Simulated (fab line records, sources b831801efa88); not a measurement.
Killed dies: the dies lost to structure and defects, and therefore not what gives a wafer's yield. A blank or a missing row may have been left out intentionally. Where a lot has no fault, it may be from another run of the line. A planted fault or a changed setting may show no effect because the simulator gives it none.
fab line records ; flow sky130
record: lots: 12; wafers: 36; lastDay: 49
route steps=708 shown VT_ADJUST_LVTN@117 METAL5@662 PAD_OPEN@708
lots that met no fault: taken from a fault-free run of the same line
startH: hours from the record's first day to the start of the lot's first wafer shown ; waitH: time in hours since the lot's previous step ; " same as the row above ; L1.1+2: several wafers, shown together as one row ; - no value, or no start given ; * or withheld: withheld ; < > ~ a bound
route shown NAME@n: NAME is a module with steps in the file, n the number in the route of the first one ; usual: the fault-free wafers' mean and standard deviation ; same: alike in all rows ; chamber/n: place in a boat ; sites: per-site readings ; _std_site: standard deviation across them ; _edge_site: the outer-site mean with the inner-site mean subtracted ; radiusMm: how far each site lies from the wafer's centre ; mask NAME#n: copy n ; behind: the last tool/chamber to shape the wafer ; hold: why the lot went on hold/how many hours it stayed there/how the hold came to an end ; device: transistor that didn't switch, given as n, p or np ; end of line: tests run on the same wafers once the route is complete ; step lacking rows: just its recipe ; killed: not the wafer's yield, but the dies lost to structure and defects at the first sort ; map: dies across one wafer; x = killed, . = not, _ = none there
set.NAME: the setting the step ran with; set.NAME@STEP: the setting that earlier step ran with ; model.NAME: the simulator's own value behind a step, which no gauge read
the route's steps for a sample of lots (tables are steps, rows are wafers)
services: a tool's chamber out of use, with start hour (startH, from the record's first day; less than 0 if before it), hours out, and reason
== steps ==
step: SKY_VT_ADJUST_LVTN_STRIP_20
recipe: chemistry: O2/N2; powerW: 1400; pressureMtorr: 1500; platenTempC: withheld; o2FlowSccm: 3000; n2FlowSccm: 300; overashFraction: 0.5
usual: drypumpMotorCurrentA: 5.7/0.32; oesProductAu: 0.715/0.0042; stripTimeToEndpointS: 14.18/0.032
lot.wafer;tool;chamber;startH;waitH;drypumpMotorCurrentA;oesProductAu;rfHoursCounterH;stripTimeToEndpointS
L889.1;plasmaAsher-03;0;159.53;0.1;5.2;0.712;49;14.21
L889.5;plasmaAsher-03;0;159.53;0.1;5.2;0.716;-;14.18
L889.6;plasmaAsher-03;1;159.53;0.1;5.9;0.718;-;14.15
L890.2;plasmaAsher-02;1;171.18;0.1;5.7;0.710;34;14.22
L890.4;plasmaAsher-02;1;171.18;0.1;5.7;0.722;-;14.22
L890.6;plasmaAsher-02;0;171.18;0.1;5.3;0.727;-;14.23
L893.1;plasmaAsher-03;0;186.73;0.1;5.2;0.715;52;14.18
L893.3;plasmaAsher-03;1;186.73;0.1;5.9;0.709;-;14.16
L893.4;plasmaAsher-03;0;186.73;0.1;5.2;0.714;-;14.17
L895.1;plasmaAsher-02;0;204.08;0.1;5.3;0.721;37;14.18
L895.3;plasmaAsher-02;0;204.08;0.1;5.4;0.718;-;14.15
L895.5;plasmaAsher-02;0;204.08;0.1;5.3;0.723;-;14.22
L896.2;plasmaAsher-03;1;205.03;0.1;5.9;0.713;54;14.20
L896.3;plasmaAsher-03;0;205.03;0.1;5.2;0.715;-;14.18
L896.4;plasmaAsher-03;1;205.03;0.1;5.9;0.724;-;14.18
L898.1;plasmaAsher-04;1;218.75;0.1;5.7;0.723;9;14.17
L898.2;plasmaAsher-04;0;218.75;0.1;6.1;0.718;9;14.16
L898.6;plasmaAsher-04;1;218.75;0.1;5.7;0.721;-;14.15
L899.1;plasmaAsher-04;0;225.40;0.1;6.1;0.723;10;14.22
L899.3;plasmaAsher-04;0;225.40;0.1;6.1;0.716;-;14.18
L899.4;plasmaAsher-04;1;225.40;0.1;5.7;0.706;-;14.17
L900.3;plasmaAsher-03;0;231.85;0.1;5.2;0.716;-;14.15
L900.4;plasmaAsher-03;1;231.85;0.1;5.9;0.718;-;14.17
L900.5;plasmaAsher-03;0;231.85;0.1;5.2;0.715;-;14.18
L901.1;plasmaAsher-04;0;238.98;0.1;6.1;0.715;11;14.11
L901.4;plasmaAsher-04;0;238.98;0.1;6.1;0.715;-;14.11
L901.6;plasmaAsher-04;1;238.98;0.1;5.8;0.714;-;14.21
L902.1;plasmaAsher-04;0;245.08;0.1;6.1;0.716;12;14.21
L902.2;plasmaAsher-04;1;245.08;0.1;5.7;0.721;12;14.18
L902.5;plasmaAsher-04;1;245.08;0.1;5.7;0.724;-;14.16
L906.3;plasmaAsher-03;0;282.52;0.1;5.2;0.710;-;14.21
L906.5;plasmaAsher-03;1;282.52;0.1;5.9;0.717;-;14.21
L906.6;plasmaAsher-03;0;282.52;0.1;5.2;0.711;-;14.21
L908.3;plasmaAsher-03;1;299.91;0.1;5.9;0.710;-;14.19
L908.5;plasmaAsher-03;0;299.91;0.1;5.2;0.718;-;14.19
L908.6;plasmaAsher-03;1;299.91;0.1;5.9;0.723;-;14.18
step: SKY_METAL5_SPUTTER_01
recipe: material: TiN; targetThkNm: 20; powerW: 6500; timeS: 16.7; chamberPressurePa: 0.4
usual: cathodeDcPowerW: 6500.0/1.1; throttleValvePct: 30.6/0.85
lot.wafer;tool;chamber;startH;waitH;cathodeDcPowerW;throttleValvePct
L889.1;pvdSputter-02;-;1004.18;0.0;6500.3;31.7
L889.5;pvdSputter-02;-;1004.18;0.0;6500.3;31.4
L889.6;pvdSputter-02;-;1004.18;0.0;6502.2;29.4
L890.2;pvdSputter-04;-;1008.51;0.0;6499.4;32.3
L890.4;pvdSputter-04;-;1008.51;0.0;6497.6;30.5
L890.6;pvdSputter-04;-;1008.51;0.0;6501.6;31.0
L893.1;pvdSputter-02;-;1040.99;0.0;6499.6;30.0
L893.3;pvdSputter-02;-;1040.99;0.0;6498.6;29.4
L893.4;pvdSputter-02;-;1040.99;0.0;6499.4;29.9
L895.1;pvdSputter-04;-;1051.01;0.0;6499.7;32.2
L895.3;pvdSputter-04;-;1051.01;0.0;6498.8;30.4
L895.5;pvdSputter-04;-;1051.01;0.0;6499.3;31.9
L896.2;pvdSputter-01;-;1051.15;0.0;6499.4;30.2
L896.3;pvdSputter-01;-;1051.15;0.0;6500.6;29.9
L896.4;pvdSputter-01;-;1051.15;0.0;6500.7;32.0
L898.1;pvdSputter-04;-;1061.36;0.0;6498.6;32.0
L898.2;pvdSputter-04;-;1061.36;0.0;6500.0;30.8
L898.6;pvdSputter-04;-;1061.36;0.0;6501.9;31.8
L899.1;pvdSputter-02;-;1068.80;0.0;6497.9;31.6
L899.3;pvdSputter-02;-;1068.80;0.0;6501.6;29.5
L899.4;pvdSputter-02;-;1068.80;0.0;6498.0;29.9
L900.3;pvdSputter-01;-;1077.45;0.0;6501.6;29.8
L900.4;pvdSputter-01;-;1077.45;0.0;6498.7;29.8
L900.5;pvdSputter-01;-;1077.45;0.0;6501.7;30.0
L901.1;pvdSputter-01;-;1080.21;0.0;6501.7;30.5
L901.4;pvdSputter-01;-;1080.21;0.0;6500.1;30.1
L901.6;pvdSputter-01;-;1080.21;0.0;6501.7;30.3
L902.1;pvdSputter-02;-;1084.08;0.0;6497.9;29.5
L902.2;pvdSputter-02;-;1084.08;0.0;6500.2;31.7
L902.5;pvdSputter-02;-;1084.08;0.0;6499.8;30.0
L906.3;pvdSputter-04;-;1126.49;0.0;6499.4;30.3
L906.5;pvdSputter-04;-;1126.49;0.0;6501.2;30.8
L906.6;pvdSputter-04;-;1126.49;0.0;6500.7;32.1
L908.3;pvdSputter-02;-;1132.40;0.0;6501.5;29.8
L908.5;pvdSputter-02;-;1132.40;0.0;6502.5;30.0
L908.6;pvdSputter-02;-;1132.40;0.0;6499.9;30.1
step: SKY_METAL5_SPUTTER_02
recipe: material: AlCu; targetThkNm: 1150; powerW: 10600; timeS: 61.2; chamberPressurePa: 0.4
usual: cathodeDcPowerW: 10600/1.9; throttleValvePct: 30.6/0.87
lot.wafer;tool;chamber;startH;waitH;cathodeDcPowerW;throttleValvePct
L889.1;pvdSputter-02;-;1004.21;0.0;10596;31.2
L889.5;pvdSputter-02;-;1004.21;0.0;10597;31.4
L889.6;pvdSputter-02;-;1004.21;0.0;10601;29.3
L890.2;pvdSputter-04;-;1008.53;0.0;10600;31.9
L890.4;pvdSputter-04;-;1008.53;0.0;10602;30.6
L890.6;pvdSputter-04;-;1008.53;0.0;10598;31.1
L893.1;pvdSputter-02;-;1041.02;0.0;10598;30.1
L893.3;pvdSputter-02;-;1041.02;0.0;10601;29.6
L893.4;pvdSputter-02;-;1041.02;0.0;10596;29.7
L895.1;pvdSputter-04;-;1051.04;0.0;10600;32.3
L895.3;pvdSputter-04;-;1051.04;0.0;10603;30.4
L895.5;pvdSputter-04;-;1051.04;0.0;10601;31.9
L896.2;pvdSputter-01;-;1051.17;0.0;10602;30.3
L896.3;pvdSputter-01;-;1051.17;0.0;10599;29.6
L896.4;pvdSputter-01;-;1051.17;0.0;10598;31.8
L898.1;pvdSputter-04;-;1061.39;0.0;10601;32.2
L898.2;pvdSputter-04;-;1061.39;0.0;10599;31.2
L898.6;pvdSputter-04;-;1061.39;0.0;10599;32.3
L899.1;pvdSputter-02;-;1068.82;0.0;10601;31.3
L899.3;pvdSputter-02;-;1068.82;0.0;10596;29.4
L899.4;pvdSputter-02;-;1068.82;0.0;10601;29.7
L900.3;pvdSputter-01;-;1077.47;0.0;10602;29.8
L900.4;pvdSputter-01;-;1077.47;0.0;10597;30.0
L900.5;pvdSputter-01;-;1077.47;0.0;10598;30.1
L901.1;pvdSputter-01;-;1080.24;0.0;10598;30.4
L901.4;pvdSputter-01;-;1080.24;0.0;10599;30.3
L901.6;pvdSputter-01;-;1080.24;0.0;10599;30.4
L902.1;pvdSputter-02;-;1084.10;0.0;10602;29.4
L902.2;pvdSputter-02;-;1084.10;0.0;10601;31.4
L902.5;pvdSputter-02;-;1084.10;0.0;10600;30.1
L906.3;pvdSputter-04;-;1126.52;0.0;10599;30.4
L906.5;pvdSputter-04;-;1126.52;0.0;10600;31.1
L906.6;pvdSputter-04;-;1126.52;0.0;10598;32.0
L908.3;pvdSputter-02;-;1132.42;0.0;10601;29.9
L908.5;pvdSputter-02;-;1132.42;0.0;10597;30.0
L908.6;pvdSputter-02;-;1132.42;0.0;10599;29.8
step: SKY_METAL5_STRIP_16
recipe: chemistry: O2/N2; powerW: 1400; pressureMtorr: 1500; platenTempC: withheld; o2FlowSccm: 3000; n2FlowSccm: 300; overashFraction: 0.5
usual: drypumpMotorCurrentA: 5.51/0.21; oesProductAu: 0.710/0.005; stripTimeToEndpointS: 13.2/0.31
lot.wafer;tool;chamber;startH;waitH;drypumpMotorCurrentA;oesProductAu;rfHoursCounterH;stripTimeToEndpointS
L889.1;plasmaAsher-01;1;1027.60;0.2;5.41;0.713;28;12.9
L889.5;plasmaAsher-01;0;1027.60;0.2;5.53;0.704;-;13.2
L889.6;plasmaAsher-01;1;1027.60;0.2;5.38;0.701;-;13.0
L890.2;plasmaAsher-03;0;1032.15;0.2;5.22;0.714;59;13.2
L890.4;plasmaAsher-03;0;1032.15;0.2;5.20;0.707;-;13.1
L890.6;plasmaAsher-03;1;1032.15;0.2;5.91;0.714;-;13.2
L893.1;plasmaAsher-01;1;1063.19;0.4;5.47;0.718;32;13.5
L893.3;plasmaAsher-01;0;1063.19;0.4;5.56;0.704;-;13.6
L893.4;plasmaAsher-01;1;1063.19;0.4;5.44;0.708;-;13.6
L895.1;plasmaAsher-01;0;1072.69;0.2;5.56;0.713;33;13.0
L895.3;plasmaAsher-01;0;1072.69;0.2;5.56;0.699;-;13.1
L895.5;plasmaAsher-01;0;1072.69;0.2;5.53;0.704;-;12.7
L896.2;plasmaAsher-03;1;1072.99;0.2;5.91;0.712;62;13.6
L896.3;plasmaAsher-03;1;1072.99;0.2;5.89;0.715;-;13.6
L896.4;plasmaAsher-03;0;1072.99;0.2;5.20;0.714;-;13.5
L898.1;plasmaAsher-02;1;1082.25;0.2;5.70;0.705;2;12.6
L898.2;plasmaAsher-02;0;1082.25;0.2;5.38;0.713;2;13.0
L898.6;plasmaAsher-02;0;1082.25;0.2;5.36;0.706;-;13.0
L899.1;plasmaAsher-01;0;1089.32;0.2;5.58;0.709;35;13.4
L899.3;plasmaAsher-01;0;1089.32;0.2;5.53;0.709;-;13.5
L899.4;plasmaAsher-01;1;1089.32;0.2;5.39;0.709;-;13.4
L900.3;plasmaAsher-01;0;1098.05;0.1;5.57;0.709;-;13.3
L900.4;plasmaAsher-01;1;1098.05;0.1;5.43;0.707;-;13.3
L900.5;plasmaAsher-01;1;1098.05;0.1;5.45;0.710;-;13.2
L901.1;plasmaAsher-01;0;1100.49;0.2;5.50;0.714;36;13.5
L901.4;plasmaAsher-01;1;1100.49;0.2;5.39;0.712;-;13.4
L901.6;plasmaAsher-01;1;1100.49;0.2;5.40;0.706;-;13.4
L902.1;plasmaAsher-03;0;1104.67;0.2;5.20;0.714;65;13.0
L902.2;plasmaAsher-03;1;1104.67;0.2;5.91;0.725;65;12.5
L902.5;plasmaAsher-03;1;1104.67;0.2;5.90;0.709;-;12.5
L906.3;plasmaAsher-02;0;1145.63;0.1;5.35;0.716;-;13.3
L906.5;plasmaAsher-02;0;1145.63;0.1;5.35;0.713;-;13.3
L906.6;plasmaAsher-02;1;1145.63;0.1;5.71;0.711;-;13.4
L908.3;plasmaAsher-01;0;1151.00;0.1;5.55;0.715;-;13.0
L908.5;plasmaAsher-01;0;1151.00;0.1;5.54;0.707;-;12.9
L908.6;plasmaAsher-01;1;1151.00;0.1;5.40;0.712;-;12.6
step: SKY_PAD_OPEN_PROBE_99
usual: killed_at_M0_to_M3: 45/6.6; killed_at_M4_up: 3.1/1.6; killedAtContacts: 24/5; killedAtFrontEnd: 14/4.4; killedAtOther: 0.3/0.58; killedDies: 87/9.2; killedOpen: 47/6.7; killedShort: 40/6.4
same: grossDies: 492; killedAtBackSide: 0
lot.wafer;tool;chamber;startH;waitH;killed_at_M0_to_M3;killed_at_M4_up;killedAtContacts;killedAtFrontEnd;killedAtOther;killedDies;killedOpen;killedShort
L889.1;prober-01;-;1074.15;0.1;40;4;25;5;1;75;46;29
L889.5;prober-01;-;1074.35;0.2;37;0;26;13;0;76;48;28
L889.6;prober-01;-;1074.40;0.2;38;2;25;16;0;81;44;37
L890.2;prober-02;-;1078.60;0.1;42;1;25;16;0;84;46;38
L890.4;prober-02;-;1078.70;0.2;35;4;27;16;0;82;42;40
L890.6;prober-02;-;1078.80;0.2;44;6;28;18;0;96;48;48
L893.1;prober-01;-;1107.16;0.1;49;4;20;10;0;83;53;30
L893.3;prober-01;-;1107.26;0.2;40;1;24;15;1;81;46;35
L893.4;prober-01;-;1107.31;0.2;56;4;21;14;0;95;58;37
L895.1;prober-01;-;1116.84;0.1;44;6;27;13;0;90;44;46
L895.3;prober-01;-;1116.94;0.2;42;2;31;15;0;90;50;40
L895.5;prober-01;-;1117.04;0.2;43;3;23;9;0;78;47;31
L896.2;prober-02;-;1118.39;0.1;53;2;24;11;0;90;45;45
L896.3;prober-02;-;1118.44;0.2;53;3;15;10;0;81;36;45
L896.4;prober-02;-;1118.49;0.2;53;3;27;11;0;94;39;55
L898.1;prober-02;-;1126.15;0.1;37;3;18;14;0;72;37;35
L898.2;prober-02;-;1126.20;0.1;43;2;18;12;0;75;41;34
L898.6;prober-02;-;1126.40;0.2;51;1;23;11;0;86;52;34
L899.1;prober-01;-;1131.55;0.1;56;3;35;17;2;113;48;65
L899.3;prober-01;-;1131.65;0.2;44;1;27;18;0;90;42;48
L899.4;prober-01;-;1131.70;0.2;30;5;32;19;0;86;49;37
L900.3;prober-02;-;1140.32;0.2;34;5;30;19;0;88;39;49
L900.4;prober-02;-;1140.37;0.2;40;5;27;17;0;89;39;50
L900.5;prober-02;-;1140.42;0.2;43;1;21;13;2;80;45;35
L901.1;prober-01;-;1142.77;0.1;47;5;22;8;1;83;38;45
L901.4;prober-01;-;1142.92;0.2;42;0;25;12;0;79;48;31
L901.6;prober-01;-;1143.02;0.2;51;4;19;13;0;87;51;36
L902.1;prober-02;-;1146.13;0.1;51;1;24;13;0;89;51;38
L902.2;prober-02;-;1146.18;0.1;50;2;24;11;0;87;48;39
L902.5;prober-02;-;1146.33;0.2;43;3;21;8;0;75;39;36
L906.3;prober-01;-;1183.91;0.2;34;3;22;67;3;129;44;24
L906.5;prober-01;-;1184.01;0.2;44;5;17;13;0;79;37;42
L906.6;prober-01;-;1184.06;0.2;34;2;27;77;0;140;42;30
L908.3;prober-01;-;1187.74;0.2;49;4;39;18;1;111;64;47
L908.5;prober-01;-;1187.84;0.2;52;3;27;78;0;160;49;49
L908.6;prober-01;-;1187.89;0.2;55;5;32;14;0;106;59;47
killed by level:class
L889.1 VIA3:geometricParticle:open=12 CONTACT:geometricParticle:open=11 VIA1:geometricParticle:open=10 LI_CONTACT:geometricParticle:open=6 METAL1:geometricParticle:short=4 METAL2:geometricParticle:short=4 POLY_GATE:geometricParticle:short=3 LOCAL_INTERCONNECT:geometricParticle:short=3
L889.5 LI_CONTACT:geometricParticle:open=10 CONTACT:geometricParticle:open=9 VIA1:geometricParticle:open=9 VIA3:geometricParticle:open=8 VIA2:geometricParticle:open=5 POLY_GATE:geometricParticle:short=4 LOCAL_INTERCONNECT:geometricParticle:short=4 VIA3:geometricParticle:short=4
L889.6 VIA3:geometricParticle:open=8 METAL2:geometricParticle:short=7 CONTACT:geometricParticle:open=7 POLY_GATE:geometricParticle:open=7 VIA1:geometricParticle:open=7 LI_CONTACT:geometricParticle:open=6 POLY_GATE:geometricParticle:short=4 LI_CONTACT:geometricParticle:short=4
L890.2 CONTACT:geometricParticle:open=9 VIA1:geometricParticle:open=9 CONTACT:geometricParticle:short=7 LI_CONTACT:geometricParticle:open=6 FIELD_ISO:geometricParticle:open=5 METAL1:geometricParticle:short=5 METAL2:geometricParticle:short=5 VIA3:geometricParticle:open=4
L890.4 CONTACT:geometricParticle:open=11 CONTACT:geometricParticle:short=7 VIA1:geometricParticle:open=7 POLY_GATE:geometricParticle:open=6 VIA3:geometricParticle:open=5 FIELD_ISO:geometricParticle:short=4 LI_CONTACT:geometricParticle:open=4 METAL1:geometricParticle:short=4
L890.6 CONTACT:geometricParticle:open=12 VIA1:geometricParticle:open=10 METAL1:geometricParticle:short=7 FIELD_ISO:geometricParticle:short=6 LOCAL_INTERCONNECT:geometricParticle:short=6 METAL3:geometricParticle:short=6 POLY_GATE:geometricParticle:short=5 VIA1:geometricParticle:short=5
L893.1 VIA1:geometricParticle:open=14 VIA2:geometricParticle:open=11 LI_CONTACT:geometricParticle:open=8 VIA1:geometricParticle:short=5 VIA3:geometricParticle:open=5 FIELD_ISO:geometricParticle:open=4 CONTACT:geometricParticle:open=4 METAL2:geometricParticle:short=4
L893.3 VIA1:geometricParticle:open=13 CONTACT:geometricParticle:open=9 VIA3:geometricParticle:open=8 CONTACT:geometricParticle:short=8 POLY_GATE:geometricParticle:short=4 VIA3:geometricParticle:short=4 FIELD_ISO:geometricParticle:short=3 LI_CONTACT:geometricParticle:open=3
L893.4 VIA2:geometricParticle:open=13 VIA1:geometricParticle:open=12 LI_CONTACT:geometricParticle:open=11 VIA3:geometricParticle:open=8 VIA1:geometricParticle:short=7 CONTACT:geometricParticle:open=6 METAL2:geometricParticle:short=6 FIELD_ISO:geometricParticle:short=5
L895.1 VIA1:geometricParticle:open=12 LOCAL_INTERCONNECT:geometricParticle:short=10 LI_CONTACT:geometricParticle:open=7 CONTACT:geometricParticle:open=7 METAL2:geometricParticle:short=7 VIA3:geometricParticle:open=7 METAL4:geometricParticle:short=5 FIELD_ISO:geometricParticle:open=4
L895.3 VIA1:geometricParticle:open=11 LI_CONTACT:geometricParticle:open=9 CONTACT:geometricParticle:open=9 CONTACT:geometricParticle:short=7 VIA2:geometricParticle:open=7 VIA3:geometricParticle:open=7 VIA1:geometricParticle:short=5 METAL2:geometricParticle:short=5
L895.5 VIA1:geometricParticle:open=10 VIA2:geometricParticle:open=9 VIA3:geometricParticle:open=9 CONTACT:geometricParticle:short=7 CONTACT:geometricParticle:open=6 VIA3:geometricParticle:short=5 LI_CONTACT:geometricParticle:open=4 LOCAL_INTERCONNECT:geometricParticle:short=3
L896.2 METAL2:geometricParticle:short=10 VIA1:geometricParticle:open=9 VIA3:geometricParticle:open=8 CONTACT:geometricParticle:open=7 CONTACT:geometricParticle:short=7 VIA2:geometricParticle:open=7 LI_CONTACT:geometricParticle:open=5 LOCAL_INTERCONNECT:geometricParticle:short=4
L896.3 VIA1:geometricParticle:open=10 LOCAL_INTERCONNECT:geometricParticle:short=8 METAL1:geometricParticle:short=7 METAL2:geometricParticle:short=6 VIA2:geometricParticle:open=6 VIA3:geometricParticle:open=5 VIA1:geometricParticle:short=5 FIELD_ISO:geometricParticle:short=4
L896.4 CONTACT:geometricParticle:open=10 VIA1:geometricParticle:open=9 METAL1:geometricParticle:short=9 VIA2:geometricParticle:short=7 METAL2:geometricParticle:short=6 VIA3:geometricParticle:open=6 LI_CONTACT:geometricParticle:short=5 LOCAL_INTERCONNECT:geometricParticle:short=5
L898.1 VIA1:geometricParticle:open=8 CONTACT:geometricParticle:open=7 FIELD_ISO:geometricParticle:short=6 LI_CONTACT:geometricParticle:open=6 VIA1:geometricParticle:short=6 METAL2:geometricParticle:short=6 VIA2:geometricParticle:open=5 POLY_GATE:geometricParticle:open=4
L898.2 VIA1:geometricParticle:open=10 CONTACT:geometricParticle:open=8 VIA2:geometricParticle:open=8 METAL2:geometricParticle:short=7 METAL1:geometricParticle:short=5 POLY_GATE:geometricParticle:open=4 FIELD_ISO:geometricParticle:open=3 POLY_GATE:geometricParticle:short=3
L898.6 VIA1:geometricParticle:open=18 LI_CONTACT:geometricParticle:open=8 CONTACT:geometricParticle:open=8 METAL1:geometricParticle:short=7 METAL2:geometricParticle:short=7 POLY_GATE:geometricParticle:open=5 LI_CONTACT:geometricParticle:short=5 VIA1:geometricParticle:short=5
L899.1 CONTACT:geometricParticle:open=13 METAL2:geometricParticle:short=11 VIA3:geometricParticle:open=9 CONTACT:geometricParticle:short=8 VIA1:geometricParticle:open=7 METAL1:geometricParticle:short=7 FIELD_ISO:geometricParticle:short=5 POLY_GATE:geometricParticle:short=5
L899.3 CONTACT:geometricParticle:open=14 METAL2:geometricParticle:short=11 CONTACT:geometricParticle:short=8 METAL1:geometricParticle:short=7 VIA1:geometricParticle:open=7 VIA2:geometricParticle:open=5 FIELD_ISO:geometricParticle:short=4 POLY_GATE:geometricParticle:open=3
L899.4 CONTACT:geometricParticle:open=14 VIA2:geometricParticle:open=9 METAL2:geometricParticle:short=7 LI_CONTACT:geometricParticle:open=7 FIELD_ISO:geometricParticle:open=4 FIELD_ISO:geometricParticle:short=4 POLY_GATE:geometricParticle:open=4 CONTACT:geometricParticle:short=4
L900.3 CONTACT:geometricParticle:open=9 CONTACT:geometricParticle:short=7 LI_CONTACT:geometricParticle:open=6 LOCAL_INTERCONNECT:geometricParticle:short=6 VIA2:geometricParticle:open=6 METAL2:geometricParticle:short=5 FIELD_ISO:geometricParticle:short=4 METAL3:geometricParticle:short=4
L900.4 METAL1:geometricParticle:short=9 FIELD_ISO:geometricParticle:short=7 LI_CONTACT:geometricParticle:open=7 LOCAL_INTERCONNECT:geometricParticle:short=7 CONTACT:geometricParticle:open=7 VIA2:geometricParticle:open=5 CONTACT:geometricParticle:short=5 VIA1:geometricParticle:open=5
L900.5 CONTACT:geometricParticle:open=10 VIA2:geometricParticle:open=10 METAL2:geometricParticle:short=6 METAL1:geometricParticle:short=6 LI_CONTACT:geometricParticle:open=5 VIA3:geometricParticle:open=5 POLY_GATE:geometricParticle:short=4 CONTACT:geometricParticle:short=4
L901.1 VIA1:geometricParticle:open=12 LI_CONTACT:geometricParticle:open=9 METAL2:geometricParticle:short=9 VIA1:geometricParticle:short=8 CONTACT:geometricParticle:open=6 VIA2:geometricParticle:short=5 CONTACT:geometricParticle:short=4 METAL3:geometricParticle:short=4
L901.4 LI_CONTACT:geometricParticle:open=11 VIA1:geometricParticle:open=10 VIA2:geometricParticle:open=9 FIELD_ISO:geometricParticle:short=5 CONTACT:geometricParticle:open=5 CONTACT:geometricParticle:short=4 METAL1:geometricParticle:short=4 VIA3:geometricParticle:open=4
L901.6 VIA1:geometricParticle:open=11 VIA2:geometricParticle:open=9 CONTACT:geometricParticle:open=6 METAL2:geometricParticle:short=6 FIELD_ISO:geometricParticle:open=5 VIA2:geometricParticle:short=5 VIA3:geometricParticle:open=5 FIELD_ISO:geometricParticle:short=4
L902.1 VIA1:geometricParticle:open=12 CONTACT:geometricParticle:open=8 CONTACT:geometricParticle:short=6 VIA3:geometricParticle:open=6 VIA1:geometricParticle:short=6 VIA2:geometricParticle:open=6 FIELD_ISO:geometricParticle:open=4 POLY_GATE:geometricParticle:open=4
L902.2 VIA1:geometricParticle:open=13 CONTACT:geometricParticle:open=13 METAL2:geometricParticle:short=8 VIA1:geometricParticle:short=6 VIA2:geometricParticle:open=6 CONTACT:geometricParticle:short=5 VIA3:geometricParticle:open=5 METAL1:geometricParticle:short=4
L902.5 VIA1:geometricParticle:open=9 CONTACT:geometricParticle:open=8 LI_CONTACT:geometricParticle:open=7 METAL2:geometricParticle:short=6 VIA2:geometricParticle:open=5 VIA3:geometricParticle:open=5 VIA3:geometricParticle:short=4 VIA1:geometricParticle:short=4
L906.3 VT_ADJUST_LVTN:unspecified=61 VIA1:geometricParticle:open=11 CONTACT:geometricParticle:open=9 LI_CONTACT:geometricParticle:open=7 VIA3:geometricParticle:open=5 VIA2:geometricParticle:open=5 VIA1:geometricParticle:short=4 POLY_GATE:geometricParticle:short=3
L906.5 VIA3:geometricParticle:open=8 FIELD_ISO:geometricParticle:short=6 LOCAL_INTERCONNECT:geometricParticle:short=6 VIA1:geometricParticle:open=6 LI_CONTACT:geometricParticle:open=5 METAL1:geometricParticle:short=5 VIA1:geometricParticle:short=5 VIA2:geometricParticle:short=5
L906.6 VT_ADJUST_LVTN:unspecified=68 CONTACT:geometricParticle:open=12 VIA1:geometricParticle:open=8 VIA3:geometricParticle:open=7 CONTACT:geometricParticle:short=5 LOCAL_INTERCONNECT:geometricParticle:short=5 VIA1:geometricParticle:short=5 VIA2:geometricParticle:open=4
L908.3 CONTACT:geometricParticle:open=12 VIA2:geometricParticle:open=12 FIELD_ISO:geometricParticle:open=8 LI_CONTACT:geometricParticle:short=7 CONTACT:geometricParticle:short=7 VIA1:geometricParticle:open=7 VIA3:geometricParticle:open=7 METAL1:geometricParticle:short=6
L908.5 VT_ADJUST_LVTN:unspecified=62 CONTACT:geometricParticle:open=12 VIA1:geometricParticle:open=10 VIA1:geometricParticle:short=8 VIA2:geometricParticle:open=8 LI_CONTACT:geometricParticle:open=7 LOCAL_INTERCONNECT:geometricParticle:short=5 METAL1:geometricParticle:short=5
L908.6 VIA1:geometricParticle:open=16 CONTACT:geometricParticle:open=12 LI_CONTACT:geometricParticle:open=10 VIA2:geometricParticle:short=7 METAL1:geometricParticle:short=6 FIELD_ISO:geometricParticle:open=5 VIA1:geometricParticle:short=5 VIA2:geometricParticle:open=5
== services ==
tool;chamber;startH;hours;kind
plasmaAsher-03;-;207.66;15.6;pm
pvdSputter-04;-;375.48;3.4;repair
pvdSputter-02;-;380.74;4.9;repair
pvdSputter-02;-;390.24;23.6;repair
plasmaAsher-03;-;421.25;9.0;pm
pvdSputter-02;-;454.25;2.7;repair
pvdSputter-04;-;458.50;0.8;repair
pvdSputter-02;-;483.58;9.8;repair
pvdSputter-02;-;586.17;2.3;repair
pvdSputter-02;-;623.80;0.7;repair
pvdSputter-02;-;625.69;1.4;repair
plasmaAsher-03;-;700.71;2.8;pm
plasmaAsher-03;-;706.02;11.1;repair
pvdSputter-04;-;750.07;5.3;repair
plasmaAsher-03;-;754.58;12.2;pm
pvdSputter-04;-;796.37;2.6;repair
pvdSputter-02;-;809.80;2.2;repair
pvdSputter-02;-;839.16;3.3;repair
pvdSputter-04;-;847.75;4.6;repair
pvdSputter-02;-;860.13;3.2;repair
pvdSputter-02;-;927.37;2.5;repair
plasmaAsher-03;-;1041.45;12.4;repair
pvdSputter-04;-;1102.89;1.1;repair
plasmaAsher-03;-;1136.12;1.7;repair
== key ==
firstSign: step: SKY_PAD_OPEN_PROBE_99; reading: killedAtFrontEnd; direction: up; sigmas: 14; usual: 14; struck: 74
effect: step: SKY_PAD_OPEN_PROBE_99; reading: killedDies; direction: up; sigmas: 6.1; usual: 87; struck: 143
metAt SKY_VT_ADJUST_LVTN_STRIP_20
struckLots L906,L908
struckWafers L906.3,L906.6,L908.5
testerLeftOut L906,L908
notActingAt SKY_METAL5_SPUTTER_01,SKY_METAL5_SPUTTER_02,SKY_METAL5_STRIP_16
onsetBetween 231.85 282.52
fault: kind: chamberParticleSource; tool: plasmaAsher-03; chamber: 0; onsetH: 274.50; steps: SKY_VT_ADJUST_LVTN_STRIP_20; ratePerVisitCm2: 1.9543; endH: 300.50
testerLeftOut: of these lots the tester's yield and bins aren't shown, on N5 and GAA mostly nor the transistor test; their killed dies are dies lost to structure and defects alone, not to doping, threshold or leakage, so they don't give the yield
